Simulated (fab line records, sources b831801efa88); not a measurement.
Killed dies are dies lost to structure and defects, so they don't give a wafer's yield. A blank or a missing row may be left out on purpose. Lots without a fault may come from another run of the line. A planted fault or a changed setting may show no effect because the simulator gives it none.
Which tool did it? | flow gf180mcu | 11 lots, 33 wafers sampled, at 5 steps of a route of 602

WHAT THE GAUGES READ, wafer by wafer
GF_HV_LDD_THK_MEAS_57. Usual: HV_LDD_CVD_56_THK 89.9 nm, standard deviation 0.92.
lot  | measured     | on            | HV_LDD_CVD_56_THK (nm) | flag
L230 | day 12 12:23 | film_metro-02 | 90.3 90.5 90.8         |
L232 | day 13 08:10 | film_metro-02 | 90.0 90.1 90.1         |
L234 | day 14 03:47 | film_metro-02 | 91.3 91.4 91.3         |
L235 | day 14 10:36 | film_metro-04 | 58.2 58.0 58.0         | OFF
L237 | day 15 11:39 | film_metro-03 | 60.6 61.0 60.9         | OFF
L244 | day 17 10:37 | film_metro-02 | 89.9 89.9 89.5         |
L245 | day 17 18:31 | film_metro-03 | 90.3 90.5 90.2         |
L247 | day 18 08:59 | film_metro-04 | 91.1 90.3 90.3         |
L249 | day 18 23:43 | film_metro-02 | 89.3 89.0 89.1         |
L252 | day 19 23:54 | film_metro-04 | 89.9 90.1 89.9         |
L253 | day 20 11:16 | film_metro-04 | 89.4 89.9 88.5         |

GF_M2_THK_MEAS_06: measures by xrf. Usual: M2_ALCU_THK 444 nm, standard deviation 6.2.
lot  | measured     | on            | M2_ALCU_THK (nm) | flag
L230 | day 18 01:59 | film_metro-03 | 450 450 448      |
L232 | day 19 01:19 | film_metro-04 | 443 443 445      |
L234 | day 19 22:54 | film_metro-04 | 450 434 432      |
L235 | day 20 06:59 | film_metro-01 | 447 454 452      |
L237 | day 21 13:14 | film_metro-01 | 440 442 450      |
L244 | day 23 18:26 | film_metro-04 | 439 434 433      |
L245 | day 23 23:50 | film_metro-03 | 439 450 446      |
L247 | day 24 17:36 | film_metro-04 | 439 441 441      |
L249 | day 25 01:45 | film_metro-03 | 450 457 448      |
L252 | day 26 00:19 | film_metro-01 | 435 426 431      |
L253 | day 26 12:44 | film_metro-04 | 442 449 447      |

WHICH TOOL RAN EACH LOT (tool, then ch and the chambers of the sampled wafers, then the start)
lot  | GF_HV_LDD_CVD_56            | GF_HV_LDD_ETCHBACK_58              | GF_CONTACT_CMP_04
L230 | lpcvd-01 ch 1, day 12 10:56 | rie_diel-04 ch 0,1,3, day 12 12:26 | cmp-01 ch 0,2,3, day 15 03:29
L232 | lpcvd-02 ch 1, day 13 06:01 | rie_diel-03 ch 0,2,3, day 13 08:13 | cmp-01 ch 0,2, day 16 00:46
L234 | lpcvd-02 ch 0, day 14 02:22 | rie_diel-04 ch 1,2,3, day 14 03:51 | cmp-02 ch 1,2, day 16 21:23
L235 | lpcvd-02 ch 0, day 14 09:11 | rie_diel-03 ch 0,1,2, day 14 10:40 | cmp-01 ch 1,2,3, day 17 04:25
L237 | lpcvd-02 ch 0, day 15 09:30 | rie_diel-03 ch 0,1,3, day 15 11:42 | cmp-01 ch 1,3, day 18 07:59
L244 | lpcvd-01 ch 0, day 17 09:10 | rie_diel-01 ch 0,2, day 17 10:40   | cmp-02 ch 1,2,3, day 20 11:51
L245 | lpcvd-02 ch 1, day 17 17:05 | rie_diel-03 ch 0,2, day 17 18:35   | cmp-01 ch 1,2, day 20 20:30
L247 | lpcvd-02 ch 0, day 18 07:32 | rie_diel-04 ch 0,1,2, day 18 09:02 | cmp-01 ch 0,3, day 21 12:17
L249 | lpcvd-01 ch 1, day 18 22:17 | rie_diel-03 ch 0,2,3, day 18 23:46 | cmp-02 ch 1,2,3, day 22 02:32
L252 | lpcvd-02 ch 1, day 19 21:46 | rie_diel-03 ch 0,3, day 19 23:58   | cmp-02 ch 0,2, day 23 01:43
L253 | lpcvd-01 ch 1, day 20 09:49 | rie_diel-04 ch 0,1,2, day 20 11:19 | cmp-02 ch 0,1,3, day 23 16:35
- GF_HV_LDD_CVD_56: deposits Si3N4 from DCS/NH3, target thk 90 nm, time 1543 s.
- GF_HV_LDD_ETCHBACK_58: etches Si3N4 in CH3F/O2, stops on SiO2, time 100 s, target depth 90 nm.
- GF_CONTACT_CMP_04: polishes SiO2.

WHAT THE TOOLS THEMSELVES READ (means of the sampled wafers that have a number; where no wafer has one, the mark that the record gives instead)
GF_HV_LDD_CVD_56. Usual: spike_tc_bottom_C 787.6 C, standard deviation 2; spike_tc_centre_C 769.1 C, standard deviation 1.4; spike_tc_lower_C 771.5 C, standard deviation 1.5; spike_tc_top_C 785 C, standard deviation 3.2; spike_tc_upper_C 770.3 C, standard deviation 1.8; susceptor_temp_C 770.0 C, standard deviation 0.32; zone_power_upper_pct 12.0 %, standard deviation 0.61.
lot  | tool     | spike_tc_bottom_C (C) | spike_tc_centre_C (C) | spike_tc_lower_C (C) | spike_tc_top_C (C) | spike_tc_upper_C (C) | susceptor_temp_C (C) | zone_power_upper_pct (%) | flag
L230 | lpcvd-01 | 786.8                 | 770.6                 | 771.7                | 788                | 772.5                | 770.1                | 12.7                     |
L232 | lpcvd-02 | 787.7                 | 769.0                 | 771.3                | 781                | 768.8                | 770.1                | 11.7                     |
L234 | lpcvd-02 | 788.7                 | 768.0                 | 771.5                | 782                | 769.3                | 770.0                | 11.0                     |
L235 | lpcvd-02 | 768.7                 | 747.0                 | 750.8                | 762                | 748.0                | 748.5                | 10.5                     | OFF
L237 | lpcvd-02 | 768.4                 | 746.2                 | 751.5                | 763                | 748.0                | 748.7                | 10.5                     | OFF
L244 | lpcvd-01 | 791.4                 | 769.6                 | 768.5                | 789                | 772.2                | 770.2                | 12.4                     |
L245 | lpcvd-02 | 787.1                 | 768.0                 | 771.0                | 782                | 768.3                | 770.1                | 11.8                     |
L247 | lpcvd-02 | 789.7                 | 767.9                 | 772.6                | 783                | 768.8                | 770.1                | 11.0                     |
L249 | lpcvd-01 | 786.5                 | 771.2                 | 772.1                | 788                | 772.9                | 770.3                | 12.5                     |
L252 | lpcvd-02 | 787.0                 | 768.2                 | 769.8                | 782                | 768.5                | 769.9                | 11.8                     |
L253 | lpcvd-01 | 786.9                 | 770.8                 | 772.1                | 789                | 772.0                | 769.6                | 12.7                     |

GF_HV_LDD_ETCHBACK_58. Usual: drypump_motor_current_A 5.8 A, standard deviation 0.35; oes_product_au 0.842 a.u., standard deviation 0.0068; throttle_valve_pct 10.559 %, standard deviation 0.0082.
lot  | tool        | drypump_motor_current_A (A) | oes_product_au (a.u.) | throttle_valve_pct (%) | flag
L230 | rie_diel-04 | 6.0                         | 0.844                 | 10.564                 |
L232 | rie_diel-03 | 5.9                         | 0.841                 | 10.559                 |
L234 | rie_diel-04 | 5.9                         | 0.851                 | 10.562                 |
L235 | rie_diel-03 | 5.7                         | 0.678                 | 10.539                 | OFF
L237 | rie_diel-03 | 5.6                         | 0.692                 | 10.532                 | OFF
L244 | rie_diel-01 | 5.7                         | 0.845                 | 10.561                 |
L245 | rie_diel-03 | 6.0                         | 0.844                 | 10.559                 |
L247 | rie_diel-04 | 5.9                         | 0.850                 | 10.563                 |
L249 | rie_diel-03 | 5.9                         | 0.839                 | 10.556                 |
L252 | rie_diel-03 | 5.7                         | 0.842                 | 10.551                 |
L253 | rie_diel-04 | 6.0                         | 0.838                 | 10.562                 |

GF_CONTACT_CMP_04. Usual: motor_current_A 12.7 A, standard deviation 1.3; time_to_endpoint_s 114 s, standard deviation 6.4.
lot  | tool   | motor_current_A (A) | time_to_endpoint_s (s) | flag
L230 | cmp-01 | 12.1                | 117                    |
L232 | cmp-01 | 11.5                | 105                    |
L234 | cmp-02 | 14.4                | 117                    |
L235 | cmp-01 | 12.5                | 113                    |
L237 | cmp-01 | 12.8                | 113                    |
L244 | cmp-02 | 13.5                | 117                    |
L245 | cmp-01 | 11.8                | 107                    |
L247 | cmp-01 | 12.9                | 119                    |
L249 | cmp-02 | 13.4                | 110                    |
L252 | cmp-02 | 13.5                | 112                    |
L253 | cmp-02 | 12.0                | 116                    |

THE ANSWER, worked out from the rows above alone
Rule: a lot is off if the mean of its wafers that have a number lies more than 3 standard deviations from the usual mean. A lot without any number at a reading at which 4 lots or more have one is off too. The other lots that the step has rows for count as sound. The gauges are gone through in route order, then the tools' own readings, and for those a lot's mean is taken as printed above. The first step at which some lot is off is used, and at that step the reading that is off furthest; a lot without a number counts as furthest.
Off: L235, L237, at GF_HV_LDD_THK_MEAS_57 (HV_LDD_CVD_56_THK).
A tool fits if, at a process step before that reading, it ran every lot that is off, and no sound lot after the first of them. The gauges at GF_HV_LDD_THK_MEAS_57 aren't tried: what is off there is off at GF_HV_LDD_CVD_56 too, on other tools, and a gauge's error can't cause that. None of those tried fits.

WHAT THE SIMULATOR HAD PUT IN
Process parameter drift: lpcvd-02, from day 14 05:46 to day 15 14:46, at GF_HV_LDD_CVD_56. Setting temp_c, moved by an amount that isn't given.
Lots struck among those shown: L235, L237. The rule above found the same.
